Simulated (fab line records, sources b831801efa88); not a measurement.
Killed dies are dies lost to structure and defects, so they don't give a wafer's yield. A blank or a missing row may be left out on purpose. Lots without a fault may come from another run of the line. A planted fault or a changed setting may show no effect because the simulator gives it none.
A struck lot beside a sound one | flow sky130 | 18 steps out of a route of 708
Sound: wafers L706.1, L706.2, L706.5. Struck: wafers L708.1, L708.4, L708.5. The cause comes at the end.
At each step with rows: each side's tool, then ch and its chambers, then its first start. Under that, the readings that differ: sound wafers | struck wafers | difference of the means | sigmas: that difference in standard deviations of wafers without a fault.
alike: readings whose means differ by less than 2 such deviations, and words and numbers that are the same on both sides. not compared: withheld readings, readings that some wafer has no value for, bounds like >300 that may hide the same value, and numbers for which the record gives no deviation and whose values overlap.
The two part at a step that has a row with sigmas, a row that says differs or no value, or rows on one side only. Numbers that don't overlap but have no deviation are shown without sigmas and don't part them. A reading that every wafer of one side lacks parts them only if that side has two wafers or more.

first, 3 steps without rows for these wafers: SKY_VIA2_EXPOSE_09 (exposes mask VIM2, target cd 200 nm); SKY_VIA2_PEB_10; SKY_VIA2_DEVELOP_11 (develop time 60 s).
SKY_VIA2_CD_MEAS_12: target cd 200 nm.
  sound on cd_sem-02, day 38 11:06; struck on cd_sem-02, day 39 09:44
  alike: cd_nm
SKY_VIA2_OVL_MEAS_13:
  sound on overlay-01, day 38 11:13; struck on overlay-01, day 39 09:51
  alike: VIA2_OVL
SKY_VIA2_ETCH_14: etches BARC in N2/H2, stops on SiO2, time 45.9 s, target depth 60 nm.
  sound on rie_diel-03 ch 0,1, day 38 11:15; struck on rie_diel-02 ch 0,1,2, day 39 09:53
  alike: chamber_pressure_mTorr, drypump_motor_current_A, oes_product_au, throttle_valve_pct
  not compared: rf_hours_counter_h
SKY_VIA2_ETCH_15: etches SiO2 in C4F8/O2/Ar, stops on TiN, target depth 546 nm, time 84 s.
  sound on rie_diel-03 ch 0,1, day 38 11:18; struck on rie_diel-02 ch 0,1,2, day 39 09:56
  alike: chamber_pressure_mTorr, oes_product_au
  not compared: rf_hours_counter_h
SKY_VIA2_STRIP_16: strips in O2/N2.
  sound on plasma_asher-02 ch 0,1, day 38 11:22; struck on plasma_asher-01 ch 0,1, day 39 09:59
  alike: chamber_pressure_mTorr, drypump_motor_current_A, oes_product_au, strip_time_to_endpoint_s
  not compared: rf_hours_counter_h
then, 3 steps without rows for these wafers: SKY_VIA2_STRIP_17 (strips in post etch residue remover, time 1200 s); SKY_VIA2_CLEAN_18 (cleans in IPA, time 180 s); SKY_VIA2_CLEAN_19 (cleans in O3/DIW).
SKY_VIA2_SPUTTER_20: material TiN, target thk 20 nm, time 80 s.
  sound on pvd_sputter-04, day 38 11:58; struck on pvd_sputter-04, day 39 10:35
  alike: throttle_valve_pct
SKY_VIA2_CVD_21: deposits W, target thk 420 nm, time 126.4 s.
  sound on cvd_w-02 ch 0,1, day 38 12:01; struck on cvd_w-02 ch 1, day 39 10:38
  reading                            | sound             | struck            | difference | sigmas
  chamber_pressure_Torr (Torr)       | 39.98 40.03 40.06 | 51.96 51.93 51.81 | +11.88     | +99 or more
  model.W_of_VIA2_CVD_21.thk_nm (nm) | 425.4 418.2 420.6 | 465.7 475.1 476.4 | +51.0      |
  alike: heater_power_w
SKY_VIA2_RS_MEAS_22: measures by four-point-probe.
  sound on film_metro-03, day 38 12:09; struck on film_metro-03, day 39 10:54
  reading            | sound                | struck               | difference | sigmas
  VIA2_W_RS (ohm/sq) | 0.2688 0.2741 0.2716 | 0.2458 0.2409 0.2400 | -0.0293    | -12
SKY_VIA2_THK_MEAS_23: measures by xrf.
  sound on film_metro-03, day 38 12:16; struck on film_metro-03, day 39 11:01
  reading         | sound       | struck      | difference | sigmas
  VIA2_W_THK (nm) | 424 419 422 | 473 478 483 | +56        | +9
SKY_VIA2_CMP_24: polishes, stops on SiO2, t overpolish 20 s, target thk 0 nm.
  sound on cmp-02 ch 0,2, day 38 12:20; struck on cmp-01 ch 2,3, day 39 11:05
  reading                | sound       | struck      | difference | sigmas
  time_to_endpoint_s (s) | 100 103 100 | 110 109 117 | +11        | +3
  alike: edge_zone_pressure_frac, motor_current_A, retaining_ring_pressure_frac
SKY_METAL3_SPUTTER_00: material Ti, target thk 15 nm, time 10 s.
  sound on pvd_sputter-02, day 38 12:38; struck on pvd_sputter-03, day 39 11:23
  alike: throttle_valve_pct
-- the record jumps here: 9 days lie between the struck wafers' starts before and after (it left off in module METAL3 and takes up again in module PAD_OPEN, whose first step shown is number 708 of the route) --
SKY_PAD_OPEN_PROBE_99:
  sound on prober-01, day 47 12:40; struck on prober-02, day 48 06:13
  alike: defect_limited_yield, killed_at_M0_to_M3, killed_at_M4_up, killed_at_contacts, killed_at_front_end, killed_at_other, killed_dies, killed_open, killed_short, sort_bin_3_pad_short, sort_bin_5_function, sort_bin_6_memory, sort_n_pass, sort_yield_pct

WHERE THEY PART
First at SKY_VIA2_CVD_21; last, within this record, at SKY_VIA2_CMP_24. Later steps at which nothing parts them and some readings are alike: SKY_METAL3_SPUTTER_00, SKY_PAD_OPEN_PROBE_99.

WHY: what the simulator had put in
Process parameter drift: cvd_w-02, from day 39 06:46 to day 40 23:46, at SKY_VIA2_CVD_21. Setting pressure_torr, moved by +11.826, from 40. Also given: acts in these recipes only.
